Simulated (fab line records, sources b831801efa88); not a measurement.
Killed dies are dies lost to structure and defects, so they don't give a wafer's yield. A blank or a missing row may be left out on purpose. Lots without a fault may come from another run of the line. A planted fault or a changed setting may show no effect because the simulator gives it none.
Which tool did it? | flow gf180mcu | 24 lots, 72 wafers sampled, at 3 steps of a route of 602

WHAT THE GAUGES READ, wafer by wafer
GF_SAB_THK_MEAS_01. Usual: SAB_CVD_00_THK 50.3 nm, standard deviation 0.78.
lot  | measured     | on            | SAB_CVD_00_THK (nm) | flag
L074 | day 14 07:22 | film_metro-04 | 49.3 49.3 50.4      |
L075 | day 14 15:55 | film_metro-01 | 48.8 50.5 50.6      |
L076 | day 14 20:43 | film_metro-01 | 48.6 48.5 49.7      |
L077 | day 15 11:42 | film_metro-03 | 50.6 50.4 50.9      |
L078 | day 15 16:58 | film_metro-01 | 50.1 51.1 51.1      |
L079 | day 16 03:02 | film_metro-03 | 50.7 51.3 51.1      |
L080 | day 16 10:37 | film_metro-04 | 49.2 50.0 49.8      |
L081 | day 16 18:46 | film_metro-01 | 49.6 50.4 50.9      |
L082 | day 17 01:52 | film_metro-01 | 49.1 49.9 49.5      |
L083 | day 17 08:49 | film_metro-03 | 48.9 50.1 49.5      |
L084 | day 17 22:30 | film_metro-03 | 50.5 50.3 50.0      |
L085 | day 18 12:13 | film_metro-01 | 49.8 50.4 50.2      |
L086 | day 18 13:04 | film_metro-01 | 51.4 50.8 51.5      |
L087 | day 18 20:28 | film_metro-03 | 50.9 52.0 52.0      |
L088 | day 19 03:55 | film_metro-01 | 50.4 50.7 51.2      |
L089 | day 19 11:42 | film_metro-01 | 50.2 51.2 51.0      |
L090 | day 19 23:10 | film_metro-04 | 49.6 50.0 50.6      |
L091 | day 20 05:49 | film_metro-04 | 50.7 49.4 51.3      |
L092 | day 20 16:01 | film_metro-01 | 48.6 50.3 49.1      |
L093 | day 20 22:10 | film_metro-03 | 51.2 51.1 52.1      |
L094 | day 21 08:10 | film_metro-03 | 50.2 50.7 50.3      |
L095 | day 21 19:09 | film_metro-04 | 49.2 49.9 50.8      |
L096 | day 22 00:57 | film_metro-01 | 50.3 50.4 51.5      |
L097 | day 22 08:33 | film_metro-04 | 50.3 50.6 50.9      |

GF_V1_BOW_MEAS_05. Usual: V1_BOW 83 um, standard deviation 7.3.
lot  | measured     | on            | V1_BOW (um) | flag
L074 | day 17 05:21 | film_metro-03 | 82 76 87    |
L075 | day 17 14:53 | film_metro-03 | 77 89 89    |
L076 | day 17 20:56 | film_metro-03 | 78 87 78    |
L077 | day 18 12:10 | film_metro-03 | 92 95 83    |
L078 | day 18 17:46 | film_metro-03 | 93 87 92    |
L079 | day 19 06:21 | film_metro-04 | 82 86 83    |
L080 | day 19 13:28 | film_metro-04 | 75 71 82    |
L081 | day 19 21:24 | film_metro-04 | 80 77 80    |
L082 | day 20 05:28 | film_metro-01 | 90 80 78    |
L083 | day 20 12:00 | film_metro-01 | 81 100 85   |
L084 | day 21 02:50 | film_metro-04 | 89 79 80    |
L085 | day 21 16:44 | film_metro-03 | 92 86 90    |
L086 | day 21 18:09 | film_metro-01 | 78 77 84    |
L087 | day 22 01:57 | film_metro-04 | 75 84 79    |
L088 | day 22 07:57 | film_metro-04 | 87 83 85    |
L089 | day 22 15:40 | film_metro-04 | 91 84 84    |
L090 | day 23 01:55 | film_metro-04 | 78 85 70    |
L091 | day 23 08:07 | film_metro-03 | 72 86 66    |
L092 | day 23 16:14 | film_metro-01 | 74 79 76    |
L093 | day 23 23:06 | film_metro-03 | 81 86 81    |
L094 | day 24 08:57 | film_metro-01 | 79 85 78    |
L095 | day 24 22:28 | film_metro-04 | 82 83 93    |
L096 | day 25 00:20 | film_metro-03 | 95 83 79    |
L097 | day 25 07:14 | film_metro-04 | 75 88 78    |

WHICH TOOL RAN EACH LOT (tool, then ch and the chambers of the sampled wafers, then the start)
lot  | GF_M1_METAL_ETCH_16
L074 | rie_metal-03 ch 0,1, day 17 04:07
L075 | rie_metal-03 ch 0,1, day 17 13:40
L076 | rie_metal-03 ch 0,1, day 17 19:21
L077 | rie_metal-04 ch 0,1, day 18 10:54
L078 | rie_metal-04 ch 0,1, day 18 16:19
L079 | rie_metal-01 ch 0,1, day 19 05:06
L080 | rie_metal-01 ch 0,1, day 19 12:12
L081 | rie_metal-03 ch 0,1, day 19 20:09
L082 | rie_metal-01 ch 0,1, day 20 04:12
L083 | rie_metal-04 ch 0,1, day 20 10:45
L084 | rie_metal-01 ch 0, day 21 01:24
L085 | rie_metal-03 ch 0,1, day 21 15:28
L086 | rie_metal-04 ch 1, day 21 16:54
L087 | rie_metal-04 ch 0,1, day 22 00:39
L088 | rie_metal-03 ch 1, day 22 06:39
L089 | rie_metal-03 ch 0,1, day 22 14:24
L090 | rie_metal-03 ch 0, day 23 00:40
L091 | rie_metal-01 ch 0,1, day 23 06:51
L092 | rie_metal-03 ch 0,1, day 23 14:57
L093 | rie_metal-04 ch 0,1, day 23 21:51
L094 | rie_metal-04 ch 0,1, day 24 07:42
L095 | rie_metal-01 ch 1, day 24 21:03
L096 | rie_metal-03 ch 1, day 24 22:49
L097 | rie_metal-04 ch 0,1, day 25 06:00
- GF_M1_METAL_ETCH_16: etches the open film in Cl2/BCl3, stops on SiO2, target depth 750.8 nm, time 125.1 s.

WHAT THE TOOLS THEMSELVES READ (means of the sampled wafers that have a number; where no wafer has one, the mark that the record gives instead)
GF_M1_METAL_ETCH_16. Usual: bias_w 140.0 W, standard deviation 0.45; chamber_pressure_mTorr 8.000 mTorr, standard deviation 0.007; drypump_motor_current_A 5.98 A, standard deviation 0.27; oes_product_au 0.991 a.u., standard deviation 0.0066; throttle_valve_pct 28.229 %, standard deviation 0.011.
lot  | tool         | bias_w (W) | chamber_pressure_mTorr (mTorr) | drypump_motor_current_A (A) | oes_product_au (a.u.) | throttle_valve_pct (%) | flag
L074 | rie_metal-03 | 140.1      | 8.006                          | 5.84                        | 0.986                 | 28.232                 |
L075 | rie_metal-03 | 139.6      | 8.004                          | 5.85                        | 0.997                 | 28.224                 |
L076 | rie_metal-03 | 139.6      | 8.001                          | 5.94                        | 0.994                 | 28.232                 |
L077 | rie_metal-04 | 140.0      | 8.000                          | 6.32                        | 0.991                 | 28.238                 |
L078 | rie_metal-04 | 140.1      | 7.998                          | 6.34                        | 0.987                 | 28.226                 |
L079 | rie_metal-01 | 139.9      | 7.997                          | 5.70                        | 0.990                 | 28.234                 |
L080 | rie_metal-01 | 140.2      | 7.997                          | 5.67                        | 0.992                 | 28.227                 |
L081 | rie_metal-03 | 139.9      | 8.003                          | 5.83                        | 0.989                 | 28.225                 |
L082 | rie_metal-01 | 140.2      | 8.004                          | 5.70                        | 0.987                 | 28.212                 |
L083 | rie_metal-04 | 139.7      | 8.002                          | 6.32                        | 0.988                 | 28.225                 |
L084 | rie_metal-01 | 140.9      | 8.000                          | 5.75                        | 0.993                 | 28.231                 |
L085 | rie_metal-03 | 139.8      | 7.996                          | 5.88                        | 0.992                 | 28.239                 |
L086 | rie_metal-04 | 139.9      | 8.000                          | 6.32                        | 0.988                 | 28.222                 |
L087 | rie_metal-04 | 139.6      | 7.997                          | 6.32                        | 0.989                 | 28.219                 |
L088 | rie_metal-03 | 140.0      | 7.998                          | 5.98                        | 0.990                 | 28.237                 |
L089 | rie_metal-03 | 140.1      | 7.995                          | 5.91                        | 0.990                 | 28.226                 |
L090 | rie_metal-03 | 139.7      | 8.004                          | 5.79                        | 0.996                 | 28.229                 |
L091 | rie_metal-01 | 140.2      | 8.000                          | 5.70                        | 0.995                 | 28.233                 |
L092 | rie_metal-03 | 140.6      | 7.998                          | 5.82                        | 0.993                 | 28.223                 |
L093 | rie_metal-04 | 140.5      | 7.998                          | 6.33                        | 0.988                 | 28.231                 |
L094 | rie_metal-04 | 140.0      | 7.997                          | 6.30                        | 0.988                 | 28.227                 |
L095 | rie_metal-01 | 139.0      | 7.997                          | 5.60                        | 0.997                 | 28.228                 |
L096 | rie_metal-03 | 139.9      | 7.996                          | 5.97                        | 0.983                 | 28.237                 |
L097 | rie_metal-04 | 139.9      | 8.000                          | 6.34                        | 0.992                 | 28.224                 |

THE ANSWER, worked out from the rows above alone
Rule: a lot is off if the mean of its wafers that have a number lies more than 3 standard deviations from the usual mean. A lot without any number at a reading at which 4 lots or more have one is off too. The other lots that the step has rows for count as sound. The gauges are gone through in route order, then the tools' own readings, and for those a lot's mean is taken as printed above. The first step at which some lot is off is used, and at that step the reading that is off furthest; a lot without a number counts as furthest.
No lot is off at any reading shown: from this, nothing can be told.

WHAT THE SIMULATOR HAD PUT IN
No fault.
